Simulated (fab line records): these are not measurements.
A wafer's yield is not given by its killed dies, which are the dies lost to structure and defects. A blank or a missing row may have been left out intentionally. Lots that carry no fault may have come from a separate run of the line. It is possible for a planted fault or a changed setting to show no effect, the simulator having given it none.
A struck lot beside a sound one    flow gf180mcu    15 steps out of a route of 602
Sound: wafers L827.4, L827.5, L827.6. Wafers struck: L843.2, L843.3, L843.6. The cause is named last.
For every step that has rows: the tool of each side, followed by ch and its chambers, followed by its first start. Under that, the readings that differ: sound wafers    struck wafers    difference of the means    sigmas: that difference in standard deviations of wafers without a fault.
alike: a reading whose means differ by less than 2 such deviations, as well as words and numbers matching on both sides. not compared: withheld readings; readings where some wafer has no value; bounds like >300 that might hide an equal value; numbers whose values overlap and for which the record gives no deviation.
The two part at a step that has a row with sigmas, a row that says differs or no value, or rows on one side only. When numbers do not overlap yet have no deviation, they are printed without sigmas and do not part them. A reading that every wafer of one side lacks parts them only if that side has two wafers or more.

first, 2 steps without rows for these wafers: GF_VT_IMPLANT_PEB_27; GF_VT_IMPLANT_DEVELOP_28 (develop time 60 s).
GF_VT_IMPLANT_OVL_MEAS_29:
  struck on overlay-02, day 11 09:59; sound on overlay-02, day 7 05:09
  alike: VT_IMPLANT_02_OVL
after that, 1 step had no rows for these wafers: GF_VT_IMPLANT_IMPLANT_30.
GF_VT_IMPLANT_STRIP_31: strips in O2/N2.
  sound on plasmaAsher-01 ch 0,1, day 7 05:21; struck on plasmaAsher-04 ch 0, day 11 10:10
  alike: drypumpMotorCurrentA, heaterPowerW, n2FlowSccm, oesProductAu, stripTimeToEndpointS
  not compared: rfHoursCounterH
GF_VT_IMPLANT_TW_MEAS_32:
  struck on filmMetro-04, day 11 10:17; sound on filmMetro-02, day 7 05:27
  alike: VT_IMPLANT_3_TW
then, 6 steps without rows for these wafers: GF_VT_IMPLANT_DEHYDRATE_33 (time 60 s); GF_VT_IMPLANT_HMDS_34 (prime time 60 s); GF_VT_IMPLANT_COAT_35 (resist thk 1000 nm); GF_VT_IMPLANT_SOFTBAKE_36 (time 60 s); GF_VT_IMPLANT_EXPOSE_37 (exposes mask Nwell HV AREA, target cd 860 nm); GF_VT_IMPLANT_PEB_38.
GF_VT_IMPLANT_DEVELOP_39: develop time 60 s.
  sound on lithoTrack-03 ch 0, day 7 21:07; struck on lithoTrack-03 ch 0, day 12 05:00
reading             sound              struck             difference  sigmas
developerTempC (C)  23.15 23.13 23.11  23.93 24.00 23.97  +0.84       +8
GF_VT_IMPLANT_OVL_MEAS_40:
  struck on overlay-02, day 12 05:08; sound on overlay-01, day 7 21:12
reading                 sound           struck        difference  sigmas
VT_IMPLANT_03_OVL (nm)  -4.2 -3.2 -2.4  0.7 1.7 -0.1  +4.0        +3
GF_PASSIVATION_PROBE_99:
  rows exist in the record for the sound wafers here (prober-01, day 29 18:19), none for the struck ones

WHERE THEY PART
Earliest at GF_VT_IMPLANT_DEVELOP_39; latest, in this record, at GF_PASSIVATION_PROBE_99.

WHY: the cause the simulator had injected
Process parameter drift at GF_VT_IMPLANT_DEVELOP_39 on lithoTrack-03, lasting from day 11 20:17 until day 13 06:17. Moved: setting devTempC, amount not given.
